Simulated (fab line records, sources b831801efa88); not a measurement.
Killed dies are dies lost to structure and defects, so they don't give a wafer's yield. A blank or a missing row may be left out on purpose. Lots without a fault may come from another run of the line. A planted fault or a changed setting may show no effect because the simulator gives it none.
fab line records | flow sky130
record lots=5 wafers=14 last_day=50
route steps=708 shown VIA4@651 METAL5@661 PAD_OPEN@708
lots that met no fault: from a run of the same line without faults
start_h: hours from the record's first day to the start of the lot's first wafer shown | wait_h: hours since the lot's step before | " the same as in the row above | L1.1+2: a row that stands for several wafers | - no value, or no start given | * or withheld: withheld | < > ~ a bound
route shown NAME@n: a module of which the file shows steps, and the number in the route of the first | usual: mean/standard deviation of fault-free wafers | same: alike in all rows | chamber/n: place in a boat | sites: the reading at each site | _std_site: their standard deviation | _edge_site: outer sites' mean less inner sites' | radius_mm: how far each site lies from the wafer's centre | mask NAME#n: copy n | behind: the tool/chamber that last shaped the wafer | hold: why the lot was held/for how many hours/how that ended | device: the transistor (n, p or np) that didn't switch | end of line: the same wafers' tests at the end of the route | a step without rows: its recipe alone | killed: dies lost to structure and defects at the first sort, not the wafer's yield | map: a wafer's dies, x killed, . not, _ none there
set.NAME: the setting as run; set.NAME@STEP: as run at that earlier step | model.NAME: the simulator's own value behind a step, which no gauge read
lots at some steps of the route; a table a step, a row a wafer
services: from which hour (start_h, from the record's first day; less than 0 if before it) a tool's chamber was out of use, for how many hours, and why
## steps
# step SKY_VIA4_ETCH_12
# recipe target=SiO2 chemistry=C4F8/O2/Ar stop_on=TiN mask_material=NOVOLAK source_w=1500 bias_w=1200 pressure_mtorr=40 c4f8_flow_sccm=withheld O2_flow_sccm=6 Ar_flow_sccm=300 time_s=withheld target_depth_a=5800
# usual oes_product_au=0.926/0.0045
# columns lot.wafer tool chamber start_h wait_h oes_product_au
L471.1 rie_diel-01 2 999.08 0.0 0.927
L471.4 " 3 " " 0.921
L471.5 " 2 " " 0.921
L479.1 rie_diel-03 3 1058.01 0.0 0.931
L479.5 " 3 " " 0.931
L479.6 " 0 " " 0.924
L481.3 rie_diel-04 0 1070.71 0.0 0.929
L481.5 " 0 " " 0.929
L481.6 " 3 " " 0.936
L487.2 rie_diel-03 2 1126.92 0.0 0.924
L487.4 " 3 " " 0.921
L492.1 rie_diel-01 3 1154.92 0.0 0.930
L492.2 " 1 " " 0.924
L492.6 " 1 " " 0.923
# step SKY_VIA4_STRIP_13
# recipe chemistry=O2/N2 power_w=1400 pressure_mtorr=1500 platen_temp_c=withheld o2_flow_sccm=3000 n2_flow_sccm=300 overash_fraction=0.5
# step SKY_VIA4_STRIP_14
# recipe chemistry=post_etch_residue_remover time_s=1200 temp_c=72.5
# step SKY_VIA4_CLEAN_15
# recipe chemistry=IPA time_s=180 temp_c=25
# step SKY_VIA4_CLEAN_16
# recipe chemistry=O3/DIW dry=n2_spin
# step SKY_VIA4_SPUTTER_17
# recipe material=TiN target_thk_nm=20 chamber_pressure_pa=5 power_w=4000 time_s=80
# step SKY_VIA4_CVD_18
# recipe material=W target_thk_nm=505 time_s=152.14 temp_c=400 pressure_torr=40
# step SKY_VIA4_RS_MEAS_19
# recipe thk_meas_gauge=four-point-probe reads=W_of_VIA4_CVD_18+TiN_of_VIA4_SPUTTER_17
# usual VIA4_W_RS=0.2257/0.0023
# columns lot.wafer tool chamber start_h wait_h VIA4_W_RS[ohm/sq]
L471.1 film_metro-02 - 999.96 0.1 0.2258
L471.4 " - " " 0.2275
L471.5 " - " " 0.2263
L479.1 film_metro-02 - 1058.89 0.1 0.2261
L479.5 " - " " 0.2237
L479.6 " - " " 0.2264
L481.3 film_metro-04 - 1071.63 0.1 0.2267
L481.5 " - " " 0.2264
L481.6 " - " " 0.2277
L487.2 film_metro-04 - 1128.29 0.1 0.2284
L487.4 " - " " 0.2244
L492.1 film_metro-02 - 1155.80 0.1 0.2277
L492.2 " - " " 0.2288
L492.6 " - " " 0.2272
# step SKY_VIA4_THK_MEAS_20
# recipe thk_meas_gauge=xrf reads=W_of_VIA4_CVD_18
# usual VIA4_W_THK=507/7.6
# columns lot.wafer tool chamber start_h wait_h VIA4_W_THK[nm]
L471.1 film_metro-02 - 1000.08 0.1 500
L471.4 " - " " 500
L471.5 " - " " 500
L479.1 film_metro-02 - 1059.01 0.1 505
L479.5 " - " " 507
L479.6 " - " " 500
L481.3 film_metro-04 - 1071.73 0.1 514
L481.5 " - " " 516
L481.6 " - " " 509
L487.2 film_metro-04 - 1128.40 0.1 512
L487.4 " - " " 519
L492.1 film_metro-02 - 1155.92 0.1 498
L492.2 " - " " 501
L492.6 " - " " 501
# step SKY_VIA4_CMP_21
# recipe stop_on=SiO2 t_overpolish_s=25 down_force_psi=3.5 platen_rpm=60 target_thk_nm=0 pad_velocity_m_s=0.94248
# step SKY_METAL5_SPUTTER_00
# recipe material=Ti target_thk_nm=15 power_w=3000 time_s=10 chamber_pressure_pa=0.4
# usual throttle_valve_pct=30.2/1.1
# columns lot.wafer tool chamber start_h wait_h throttle_valve_pct
L471.1 pvd_sputter-03 - 1000.61 0.2 30.3
L471.4 " - " " 32.1
L471.5 " - " " 30.5
L479.1 pvd_sputter-03 - 1059.37 0.2 30.3
L479.5 " - " " 32.0
L479.6 " - " " 29.1
L481.3 pvd_sputter-03 - 1072.19 0.1 30.9
L481.5 " - " " 30.6
L481.6 " - " " 32.4
L487.2 pvd_sputter-03 - 1128.75 0.2 28.8
L487.4 " - " " 30.4
L492.1 pvd_sputter-02 - 1156.28 0.2 31.2
L492.2 " - " " 29.3
L492.6 " - " " 31.1
# step SKY_METAL5_SPUTTER_01
# recipe material=TiN target_thk_nm=20 power_w=6500 time_s=16.7 chamber_pressure_pa=0.4
# step SKY_METAL5_SPUTTER_02
# recipe material=AlCu target_thk_nm=1150 power_w=10600 time_s=61.2 chamber_pressure_pa=0.4
# usual throttle_valve_pct=30.2/1.1
# columns lot.wafer tool chamber start_h wait_h throttle_valve_pct model.AlCu_of_METAL5_SPUTTER_02.thk_nm
L471.1 pvd_sputter-03 - 1000.65 0.0 30.6 1147
L471.4 " - " " 32.2 1145
L471.5 " - " " 30.1 1151
L479.1 pvd_sputter-03 - 1059.42 0.0 30.0 1154
L479.5 " - " " 32.4 1157
L479.6 " - " " 29.0 1156
L481.3 pvd_sputter-03 - 1072.24 0.0 30.9 1157
L481.5 " - " " 30.5 1166
L481.6 " - " " 32.2 1166
L487.2 pvd_sputter-03 - 1128.80 0.0 29.3 1151
L487.4 " - " " 30.3 746.9
L492.1 pvd_sputter-02 - 1156.33 0.0 31.1 1148
L492.2 " - " " 29.3 1146
L492.6 " - " " 31.0 1157
# step SKY_METAL5_SPUTTER_03
# recipe material=Ti target_thk_nm=5 power_w=3000 time_s=3.3 chamber_pressure_pa=0.4
# usual throttle_valve_pct=30.2/1.1
# columns lot.wafer tool chamber start_h wait_h throttle_valve_pct
L471.1 pvd_sputter-03 - 1000.70 0.0 30.8
L471.4 " - " " 32.3
L471.5 " - " " 30.6
L479.1 pvd_sputter-03 - 1059.47 0.0 30.2
L479.5 " - " " 32.1
L479.6 " - " " 29.2
L481.3 pvd_sputter-03 - 1072.29 0.0 30.9
L481.5 " - " " 30.3
L481.6 " - " " 32.4
L487.2 pvd_sputter-03 - 1128.85 0.0 29.1
L487.4 " - " " 30.4
L492.1 pvd_sputter-02 - 1156.38 0.0 30.8
L492.2 " - " " 29.1
L492.6 " - " " 31.0
# step SKY_METAL5_SPUTTER_04
# recipe material=TiN target_thk_nm=70 power_w=6500 time_s=58.3 chamber_pressure_pa=0.4
# usual throttle_valve_pct=30.2/1.1
# columns lot.wafer tool chamber start_h wait_h throttle_valve_pct
L471.1 pvd_sputter-03 - 1000.72 0.0 30.4
L471.4 " - " " 32.3
L471.5 " - " " 30.7
L479.1 pvd_sputter-03 - 1059.49 0.0 30.5
L479.5 " - " " 32.3
L479.6 " - " " 29.2
L481.3 pvd_sputter-03 - 1072.31 0.0 30.7
L481.5 " - " " 30.5
L481.6 " - " " 32.0
L487.2 pvd_sputter-03 - 1128.87 0.0 29.0
L487.4 " - " " 30.4
L492.1 pvd_sputter-02 - 1156.40 0.0 30.7
L492.2 " - " " 29.1
L492.6 " - " " 30.8
# step SKY_METAL5_RS_MEAS_05
# recipe thk_meas_gauge=four-point-probe reads=TiN_of_METAL5_SPUTTER_04+Ti_of_METAL5_SPUTTER_03+AlCu_of_METAL5_SPUTTER_02+TiN_of_METAL5_SPUTTER_01+Ti_of_METAL5_SPUTTER_00
# usual METAL5_ALCU_RS=0.027/0.00026
# columns lot.wafer tool chamber start_h wait_h hold METAL5_ALCU_RS[ohm/sq]
L471.1 film_metro-02 - 1000.77 0.0 - 0.02717
L471.4 " - " " - 0.02726
L471.5 " - " " - 0.02714
L479.1 film_metro-02 - 1059.53 0.0 - 0.02706
L479.5 " - " " - 0.02696
L479.6 " - " " - 0.02699
L481.3 film_metro-02 - 1072.40 0.1 - 0.02702
L481.5 " - " " - 0.02678
L481.6 " - " " - 0.0268
L487.2 film_metro-04 - 1128.94 0.0 await_dispo/0.2h/release 0.02699
L487.4 " - " " await_dispo/0.2h/release 0.04176
L487.2 film_metro-04 - 1129.22 0.3 - 0.02698
L487.4 " - " " - 0.04167
L492.1 film_metro-01 - 1156.45 0.0 - 0.02715
L492.2 " - " " - 0.02714
L492.6 " - " " - 0.02692
# step SKY_METAL5_THK_MEAS_06
# recipe thk_meas_gauge=xrf reads=AlCu_of_METAL5_SPUTTER_02
# usual METAL5_ALCU_THK=1129/15
# columns lot.wafer tool chamber start_h wait_h hold METAL5_ALCU_THK[nm]
L471.1 film_metro-02 - 1000.89 0.1 - 1108
L471.4 " - " " - 1106
L471.5 " - " " - 1114
L479.1 film_metro-02 - 1059.65 0.1 - 1117
L479.5 " - " " - 1119
L479.6 " - " " - 1118
L481.3 film_metro-02 - 1072.50 0.1 - 1124
L481.5 " - " " - 1135
L481.6 " - " " - 1138
L487.2 film_metro-04 - 1131.36 2.1 await_dispo/0.2h/release 1139
L487.4 " - " " await_dispo/0.2h/release 739
L487.2 film_metro-04 - 1131.58 0.2 - 1136
L487.4 " - " " - 739
L492.1 film_metro-01 - 1156.57 0.1 - 1121
L492.2 " - " " - 1118
L492.6 " - " " - 1124
# step SKY_METAL5_HMDS_08
# recipe prime_time_s=60 prime_temp_c=120
# step SKY_METAL5_COAT_09
# recipe resist=NOVOLAK spin_rpm=3000 resist_thk_nm=1800
# step SKY_METAL5_SOFTBAKE_10
# recipe temp_c=90 time_s=60 resist=NOVOLAK
# step SKY_METAL5_EXPOSE_11
# recipe mask_id=MM5 na=0.6 source_shape=conventional sigma_outer=0.6 polarization=unpolarized target_cd_nm=1600 dose_mj=190
# step SKY_METAL5_PEB_12
# recipe temp_c=withheld time_s=* resist=NOVOLAK
# step SKY_METAL5_DEVELOP_13
# recipe resist=NOVOLAK developer=TMAH develop_time_s=60 dev_temp_c=23
# step SKY_METAL5_DESCUM_14
# recipe chemistry=O2 source_power_w=150 bias_power_w=0 pressure_mtorr=10 temp_c=40 time_s=11
# usual drypump_motor_current_A=5.71/0.25 oes_product_au=0.997/0.011 temp_c=40.01/0.1
# same bias_power_w=0
# columns lot.wafer tool chamber start_h wait_h drypump_motor_current_A oes_product_au rf_hours_counter_h temp_c
L471.1 rie_metal-04 1 1023.14 0.1 5.70 1.008 7 39.85
L471.4 " 0 " " 5.64 0.985 - 39.78
L471.5 " 1 " " 5.68 1.021 - 39.93
L479.1 rie_metal-04 1 1080.03 0.1 5.71 0.996 11 39.90
L479.5 " 1 " " 5.70 0.997 - 40.01
L479.6 " 0 " " 5.67 0.976 - 39.86
L481.3 rie_metal-04 1 1092.71 0.1 5.68 1.005 - 40.18
L481.5 " 1 " " 5.67 1.002 - 40.23
L481.6 " 0 " " 5.67 0.978 - 39.90
L487.2 rie_metal-01 1 1146.39 0.1 5.53 0.995 25 40.18
L487.4 " 0 " " 5.73 0.990 - 40.09
L492.1 rie_metal-01 1 1173.73 0.1 5.52 0.992 27 40.13
L492.2 " 1 " " 5.53 0.990 - 40.01
L492.6 " 1 " " 5.53 0.999 - 40.02
# step SKY_METAL5_METAL_ETCH_15
# recipe target_depth_a=12600 stop_on=SiO2 over_etch_frac=0.2 time_s=252 chemistry=Cl2/BCl3 resist_sidewall_deg=86 pressure_mtorr=10 icp_w=900 bias_w=48.5 Cl2_flow_sccm=60 bcl3_flow_sccm=30
# usual drypump_motor_current_A=5.71/0.25 oes_product_au=0.894/0.0048 throttle_valve_pct=22.265/0.0088
# columns lot.wafer tool chamber start_h wait_h drypump_motor_current_A oes_product_au rf_hours_counter_h throttle_valve_pct
L471.1 rie_metal-04 1 1023.18 0.0 5.67 0.895 7 22.272
L471.4 " 0 " " 5.67 0.896 - 22.263
L471.5 " 1 " " 5.69 0.894 - 22.249
L479.1 rie_metal-04 1 1080.06 0.0 5.68 0.900 11 22.262
L479.5 " 1 " " 5.68 0.886 - 22.265
L479.6 " 0 " " 5.65 0.904 - 22.257
L481.3 rie_metal-04 1 1092.81 0.1 5.68 0.902 - 22.275
L481.5 " 1 " " 5.69 0.896 - 22.265
L481.6 " 0 " " 5.66 0.899 - 22.273
L487.2 rie_metal-01 1 1146.43 0.0 5.53 0.899 25 22.252
L487.4 " 0 " " 5.72 0.745 - 22.247
L492.1 rie_metal-01 1 1173.79 0.1 5.53 0.890 27 22.288
L492.2 " 1 " " 5.53 0.901 - 22.257
L492.6 " 1 " " 5.53 0.894 - 22.245
# step SKY_METAL5_STRIP_16
# recipe chemistry=O2/N2 power_w=1400 pressure_mtorr=1500 platen_temp_c=withheld o2_flow_sccm=3000 n2_flow_sccm=300 overash_fraction=0.5
# step SKY_PAD_OPEN_PROBE_99
# usual defect_limited_yield=82.5/1.9 killed_at_M0_to_M3=44/7.3 killed_at_M4_up=3.2/1.8 killed_at_contacts=24/5.4 killed_at_front_end=16/4.4 killed_at_other=0.3/0.48 killed_dies=86/9.5 killed_open=47/7.7 killed_short=39/6.4 sort_bin_3_pad_short=0.9/0.41 sort_bin_5_function=10.4/1.5 sort_bin_6_memory=6.2/1.1 sort_n_pass=406/9.5 sort_yield_pct=82.5/1.9
# same gross_dies=492 killed_at_back_side=0 sort_bin_4_leakage[%]=0 sort_bin_8_speed[%]=0
# columns lot.wafer tool chamber start_h wait_h defect_limited_yield[%] killed_at_M0_to_M3 killed_at_M4_up killed_at_contacts killed_at_front_end killed_at_other killed_dies killed_open killed_short sort_bin_3_pad_short[%] sort_bin_5_function[%] sort_bin_6_memory[%] sort_n_pass sort_yield_pct[%] model.etest.via4_chain.rc_ohm model.etest.met5.rs_ohm_sq model.etest.met5.line_ohm_um
L471.1 prober-02 - 1070.23 0.1 82.9 43 2 30 9 0 84 52 32 0.4 10.0 6.7 408 82.9 0.8019 0.02715 0.01695
L471.4 prober-02 - 1070.38 0.2 85.6 33 5 22 11 0 71 44 27 0.8 8.7 4.9 421 85.6 0.7944 0.02764 0.0172
L471.5 prober-02 - 1070.43 0.2 84.3 40 2 23 12 0 77 41 36 0.8 9.3 5.5 415 84.3 0.7432 0.02722 0.01696
L479.1 prober-01 - 1124.09 0.1 83.3 44 1 23 14 0 82 47 35 0.6 10.4 5.7 410 83.3 0.7977 0.02687 0.01679
L479.5 prober-01 - 1124.29 0.2 80.1 51 5 32 10 0 98 54 44 0.8 14.0 5.1 394 80.1 0.8272 0.02723 0.01704
L479.6 prober-01 - 1124.34 0.2 79.5 60 1 24 16 0 101 55 46 1.2 13.4 5.9 391 79.5 0.8097 0.02703 0.01687
L481.3 prober-01 - 1134.50 0.2 85.0 41 2 24 7 0 74 40 34 1.0 7.7 6.3 418 85.0 0.8077 0.02712 0.01694
L481.5 prober-01 - 1134.60 0.2 85.0 40 4 12 18 0 74 42 32 1.6 8.7 4.7 418 85.0 0.8065 0.02652 0.01649
L481.6 prober-01 - 1134.65 0.2 86.6 34 1 19 12 0 66 40 26 0.8 6.7 5.9 426 86.6 0.7929 0.02678 0.01672
L487.2 prober-01 - 1185.16 0.1 81.1 54 3 19 17 0 93 52 41 0.6 13.6 4.7 399 81.1 0.7821 0.0273 0.01708
L487.4 prober-01 - 1185.26 0.2 80.9 56 4 22 12 0 94 48 46 0.6 11.2 7.3 398 80.9 0.8123 0.04204 0.02612
L492.1 prober-01 - 1208.67 0.1 83.5 40 2 23 16 0 81 47 34 0.6 11.6 4.3 411 83.5 0.8171 0.02727 0.01697
L492.2 prober-01 - 1208.72 0.1 85.0 40 3 19 11 1 74 41 33 0.6 10.0 4.5 418 85.0 0.7853 0.02709 0.01689
L492.6 prober-01 - 1208.92 0.2 83.7 39 6 25 9 1 80 36 44 1.4 10.2 4.7 412 83.7 0.8048 0.02705 0.0169
# killed by level:class
L471.1 LI_CONTACT:geometric_particle:open=11 CONTACT:geometric_particle:open=11 VIA1:geometric_particle:open=11 VIA3:geometric_particle:open=8 METAL1:geometric_particle:short=6 METAL2:geometric_particle:short=6 VIA2:geometric_particle:short=4 FIELD_ISO:geometric_particle:open=3
L471.4 CONTACT:geometric_particle:open=9 VIA1:geometric_particle:open=9 LI_CONTACT:geometric_particle:open=6 POLY_GATE:geometric_particle:open=5 METAL1:geometric_particle:short=5 VIA3:geometric_particle:open=5 LOCAL_INTERCONNECT:geometric_particle:short=4 VIA2:geometric_particle:short=3
L471.5 VIA1:geometric_particle:open=12 VIA2:geometric_particle:open=8 LI_CONTACT:geometric_particle:open=7 LOCAL_INTERCONNECT:geometric_particle:short=6 CONTACT:geometric_particle:open=5 METAL1:geometric_particle:short=5 VIA1:geometric_particle:short=5 FIELD_ISO:geometric_particle:short=4
L479.1 VIA3:geometric_particle:open=9 CONTACT:geometric_particle:open=8 VIA1:geometric_particle:open=8 FIELD_ISO:geometric_particle:open=5 VIA3:geometric_particle:short=5 FIELD_ISO:geometric_particle:short=4 LI_CONTACT:geometric_particle:open=4 CONTACT:geometric_particle:short=4
L479.5 CONTACT:geometric_particle:open=11 VIA1:geometric_particle:open=10 VIA2:geometric_particle:open=9 CONTACT:geometric_particle:short=7 LI_CONTACT:geometric_particle:open=6 VIA3:geometric_particle:open=6 LOCAL_INTERCONNECT:geometric_particle:short=5 METAL1:geometric_particle:open=4
L479.6 VIA1:geometric_particle:short=12 VIA1:geometric_particle:open=11 VIA3:geometric_particle:open=9 LI_CONTACT:geometric_particle:open=8 METAL1:geometric_particle:short=7 CONTACT:geometric_particle:open=7 VIA2:geometric_particle:open=6 CONTACT:geometric_particle:short=5
L481.3 VIA1:geometric_particle:open=10 VIA2:geometric_particle:open=9 CONTACT:geometric_particle:open=8 METAL2:geometric_particle:short=7 LI_CONTACT:geometric_particle:open=6 CONTACT:geometric_particle:short=5 VIA3:geometric_particle:open=4 METAL1:geometric_particle:short=4
L481.5 VIA1:geometric_particle:open=10 VIA3:geometric_particle:open=8 FIELD_ISO:geometric_particle:open=5 LI_CONTACT:geometric_particle:open=5 VIA3:geometric_particle:short=5 FIELD_ISO:geometric_particle:short=4 METAL1:geometric_particle:short=4 METAL3:geometric_particle:short=4
L481.6 METAL1:geometric_particle:short=10 CONTACT:geometric_particle:open=9 VIA1:geometric_particle:open=8 LI_CONTACT:geometric_particle:open=6 POLY_GATE:geometric_particle:open=4 VIA2:geometric_particle:open=4 VIA3:geometric_particle:open=4 METAL2:geometric_particle:short=3
L487.2 VIA2:geometric_particle:open=10 VIA1:geometric_particle:open=10 METAL2:geometric_particle:short=9 CONTACT:geometric_particle:open=7 LI_CONTACT:geometric_particle:open=6 VIA1:geometric_particle:short=6 VIA2:geometric_particle:short=6 VIA3:geometric_particle:open=6
L487.4 VIA1:geometric_particle:open=17 CONTACT:geometric_particle:open=9 METAL3:geometric_particle:short=8 VIA2:geometric_particle:open=6 VIA3:geometric_particle:short=6 CONTACT:geometric_particle:short=5 VIA1:geometric_particle:short=5 LI_CONTACT:geometric_particle:open=4
L492.1 LI_CONTACT:geometric_particle:open=9 VIA1:geometric_particle:open=9 FIELD_ISO:geometric_particle:short=5 CONTACT:geometric_particle:short=5 CONTACT:geometric_particle:open=5 VIA1:geometric_particle:short=5 VIA3:geometric_particle:open=5 VIA2:geometric_particle:open=5
L492.2 VIA1:geometric_particle:open=13 VIA2:geometric_particle:open=7 LI_CONTACT:geometric_particle:open=6 CONTACT:geometric_particle:open=5 METAL1:geometric_particle:short=5 FIELD_ISO:geometric_particle:open=4 LOCAL_INTERCONNECT:geometric_particle:short=4 CONTACT:geometric_particle:short=3
L492.6 VIA2:geometric_particle:open=13 VIA1:geometric_particle:short=10 CONTACT:geometric_particle:short=8 CONTACT:geometric_particle:open=7 FIELD_ISO:geometric_particle:open=4 LI_CONTACT:geometric_particle:short=4 METAL1:geometric_particle:short=4 VIA1:geometric_particle:open=4
## services
# columns tool chamber start_h hours kind
rie_metal-01 1 976.82 3.3 repair
rie_diel-01 1 978.80 - clean
rie_diel-01 1 978.80 - consumable_replace:showerhead
rie_diel-01 1 978.80 19.7 scheduled_down
rie_diel-01 1 978.80 19.7 vent_cycle
rie_diel-01 1 1005.26 24.7 repair
pvd_sputter-02 - 1008.24 1.0 repair
pvd_sputter-02 - 1019.02 8.0 repair
rie_diel-01 3 1029.71 4.7 repair
rie_diel-04 1 1037.54 5.9 repair
pvd_sputter-02 2 1049.79 - consumable_replace:kit
pvd_sputter-02 2 1049.79 18.0 scheduled_down
pvd_sputter-02 2 1049.79 18.0 vent_cycle
rie_diel-01 - 1086.42 0.2 repair
rie_metal-01 - 1101.93 2.8 pm
pvd_sputter-03 2 1131.53 - consumable_replace:kit
pvd_sputter-03 2 1131.53 18.0 scheduled_down
pvd_sputter-03 2 1131.53 18.0 vent_cycle
pvd_sputter-02 1 1136.47 - consumable_replace:kit
pvd_sputter-02 1 1136.47 18.0 scheduled_down
pvd_sputter-02 1 1136.47 18.0 vent_cycle
rie_metal-04 - 1136.48 14.6 pm
rie_diel-04 2 1147.79 4.9 repair
rie_metal-01 0 1170.48 9.3 repair
## key
first_sign step=SKY_METAL5_RS_MEAS_05 reading=visit direction=added
effect step=SKY_METAL5_RS_MEAS_05 reading=METAL5_ALCU_RS direction=up sigmas=56 usual=0.027 struck=0.04176
effect step=SKY_METAL5_THK_MEAS_06 reading=visit direction=added
effect step=SKY_METAL5_THK_MEAS_06 reading=METAL5_ALCU_THK direction=down sigmas=26 usual=1129 struck=739
effect step=SKY_METAL5_METAL_ETCH_15 reading=oes_product_au direction=down sigmas=31 usual=0.894 struck=0.745
model_effect step=SKY_METAL5_SPUTTER_02 value=AlCu_of_METAL5_SPUTTER_02.thk_nm without=1161 struck=746.9
model_effect step=SKY_PAD_OPEN_PROBE_99 value=etest.via4_chain.rc_ohm without=0.7753 struck=0.8123
met_at SKY_METAL5_SPUTTER_02
struck_wafers L487.4
onset_between 1072.24 1128.80
fault kind=process_parameter_drift tool=pvd_sputter-03 chamber=- onset_h=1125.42 steps=SKY_METAL5_SPUTTER_02 channel=target_thk_nm offset=-414.37 shape=step end_h=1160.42 scope=struck_wafers_only acts_in=these_recipes_only stated=1150
